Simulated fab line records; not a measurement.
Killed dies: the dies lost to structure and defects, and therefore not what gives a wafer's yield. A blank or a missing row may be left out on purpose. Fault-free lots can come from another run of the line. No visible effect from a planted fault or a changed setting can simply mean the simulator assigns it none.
Split-lot experiment / flow sfq_line / on a route of 325 steps: 5 lots, 23 wafers read

THE SPLIT ITSELF
At SFQ_TRILAYER_I6_VIA_BARC_OPEN_VIA_ETCH_235 (etches BARC in O2, target depth 125 nm, time 41.7 s), the setting time_s was moved away from the recipe's 41.7 s on 11 of the 23 wafers read, by -15.0% to -5.4%. The other wafers ran this setting at the recipe's value.

The reading is taken at the split's own step.

THE READING
oes_product_au, in a.u., at SFQ_TRILAYER_I6_VIA_BARC_OPEN_VIA_ETCH_235 (etches BARC in O2, target depth 125 nm, time 41.7 s). A value of 0.685 a.u. with a standard deviation of 0.0048 a.u. is what fault-free wafers of this fab line usually give.

wafer=L075.2; tool, chamber at the split=rie_diel-01, 3; time_s as run, s=37.25; against the recipe=-10.7%; oes_product_au, a.u.=0.723; against lot-mates on the recipe=+0.036
wafer=L075.3; tool, chamber at the split=rie_diel-01, 0; time_s as run, s=37.25; against the recipe=-10.7%; oes_product_au, a.u.=0.720; against lot-mates on the recipe=+0.033
wafer=L075.4; tool, chamber at the split=rie_diel-01, 2; time_s as run, s=37.25; against the recipe=-10.7%; oes_product_au, a.u.=0.728; against lot-mates on the recipe=+0.041
wafer=L075.5; tool, chamber at the split=rie_diel-01, 1; time_s as run, s=41.7; against the recipe=recipe; oes_product_au, a.u.=0.692; against lot-mates on the recipe=-
wafer=L075.6; tool, chamber at the split=rie_diel-01, 0; time_s as run, s=41.7; against the recipe=recipe; oes_product_au, a.u.=0.681; against lot-mates on the recipe=-
wafer=L076.1; tool, chamber at the split=rie_diel-04, 0; time_s as run, s=41.7; against the recipe=recipe; oes_product_au, a.u.=0.685; against lot-mates on the recipe=-
wafer=L076.2; tool, chamber at the split=rie_diel-04, 3; time_s as run, s=38.12; against the recipe=-8.6%; oes_product_au, a.u.=0.716; against lot-mates on the recipe=+0.033
wafer=L076.3; tool, chamber at the split=rie_diel-04, 1; time_s as run, s=41.7; against the recipe=recipe; oes_product_au, a.u.=0.685; against lot-mates on the recipe=-
wafer=L076.4; tool, chamber at the split=rie_diel-04, 2; time_s as run, s=41.7; against the recipe=recipe; oes_product_au, a.u.=0.678; against lot-mates on the recipe=-
wafer=L076.5; tool, chamber at the split=rie_diel-04, 3; time_s as run, s=38.12; against the recipe=-8.6%; oes_product_au, a.u.=0.708; against lot-mates on the recipe=+0.025
wafer=L080.1; tool, chamber at the split=rie_diel-04, 1; time_s as run, s=39.45; against the recipe=-5.4%; oes_product_au, a.u.=0.702; against lot-mates on the recipe=+0.013
wafer=L080.2; tool, chamber at the split=rie_diel-04, 2; time_s as run, s=41.7; against the recipe=recipe; oes_product_au, a.u.=0.687; against lot-mates on the recipe=-
wafer=L080.3; tool, chamber at the split=rie_diel-04, 0; time_s as run, s=39.45; against the recipe=-5.4%; oes_product_au, a.u.=0.702; against lot-mates on the recipe=+0.013
wafer=L080.4; tool, chamber at the split=rie_diel-04, 3; time_s as run, s=41.7; against the recipe=recipe; oes_product_au, a.u.=0.690; against lot-mates on the recipe=-
wafer=L080.5; tool, chamber at the split=rie_diel-04, 0; time_s as run, s=39.45; against the recipe=-5.4%; oes_product_au, a.u.=0.691; against lot-mates on the recipe=+0.002
wafer=L082.1; tool, chamber at the split=rie_diel-01, 0; time_s as run, s=35.46; against the recipe=-15.0%; oes_product_au, a.u.=0.737; against lot-mates on the recipe=+0.052
wafer=L082.3; tool, chamber at the split=rie_diel-01, 3; time_s as run, s=35.46; against the recipe=-15.0%; oes_product_au, a.u.=0.744; against lot-mates on the recipe=+0.059
wafer=L082.4; tool, chamber at the split=rie_diel-01, 2; time_s as run, s=41.7; against the recipe=recipe; oes_product_au, a.u.=0.688; against lot-mates on the recipe=-
wafer=L082.5; tool, chamber at the split=rie_diel-01, 2; time_s as run, s=41.7; against the recipe=recipe; oes_product_au, a.u.=0.681; against lot-mates on the recipe=-
wafer=L082.6; tool, chamber at the split=rie_diel-01, 3; time_s as run, s=35.46; against the recipe=-15.0%; oes_product_au, a.u.=0.739; against lot-mates on the recipe=+0.054
wafer=L085.1; tool, chamber at the split=rie_diel-03, 2; time_s as run, s=41.7; against the recipe=recipe; oes_product_au, a.u.=0.690; against lot-mates on the recipe=-
wafer=L085.2; tool, chamber at the split=rie_diel-03, 3; time_s as run, s=41.7; against the recipe=recipe; oes_product_au, a.u.=0.681; against lot-mates on the recipe=-
wafer=L085.6; tool, chamber at the split=rie_diel-03, 3; time_s as run, s=41.7; against the recipe=recipe; oes_product_au, a.u.=0.685; against lot-mates on the recipe=-

FIT RESULTS
A straight line over all 23 wafers: oes_product_au changes by -0.00358 a.u. for each +1% of time_s; r = -0.97; the points scatter about the line by 0.0049 a.u.
The same after taking each lot's own level away (the mean of its wafers on the recipe; 23 wafers): -0.0036 a.u. for each +1%; r = -0.97; scatter 0.0053 a.u.
On that fit, the largest move of time_s shifts the reading by 0.054 a.u.
The lots' own levels span 0.6827 to 0.6885 a.u., that is 1.2 times the standard deviation above.
So the lot-to-lot level changes the slope little: the two slopes agree.
Check: with one of the wafers moved furthest among these (-15.0%) left out of the fit, the line predicts +0.0525 a.u. for it against its lot-mates. It came out at +0.0525 a.u. against them.
Tool readings at the split's step, against how far the setting was moved: oes_product_au r = -0.97.

THE WHOLE CHAIN: every reading that the file lists as answering this split, in the file's order
step=SFQ_TRILAYER_I6_VIA_BARC_OPEN_VIA_ETCH_235; what it does=etches BARC in O2, target depth 125 nm, time 41.7 s; reading=oes_product_au; change (the file's fit)=-0.00347 a.u. for each +1% of the setting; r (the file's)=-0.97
step=SFQ_TRILAYER_I6_VIA_BARC_OPEN_VIA_ETCH_235; what it does=etches BARC in O2, target depth 125 nm, time 41.7 s; reading=KrF_of_TRILAYER_I6_VIA_LITHO_COAT_169.thk_nm (the simulator's own value, which no gauge read); change (the file's fit)=-0.463 nm for each +1% of the setting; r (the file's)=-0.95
step=SFQ_TRILAYER_I6_VIA_ETCH_VIA_ETCH_172; what it does=etches SiO2 in CHF3, stops on Nb, target depth 260 nm; reading=KrF_of_TRILAYER_I6_VIA_LITHO_COAT_169.thk_nm (the simulator's own value, which no gauge read); change (the file's fit)=-0.454 nm for each +1% of the setting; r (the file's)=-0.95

FILE'S OWN FIT
oes_product_au changes by -0.00347 a.u. for each +1% of time_s, r = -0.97.
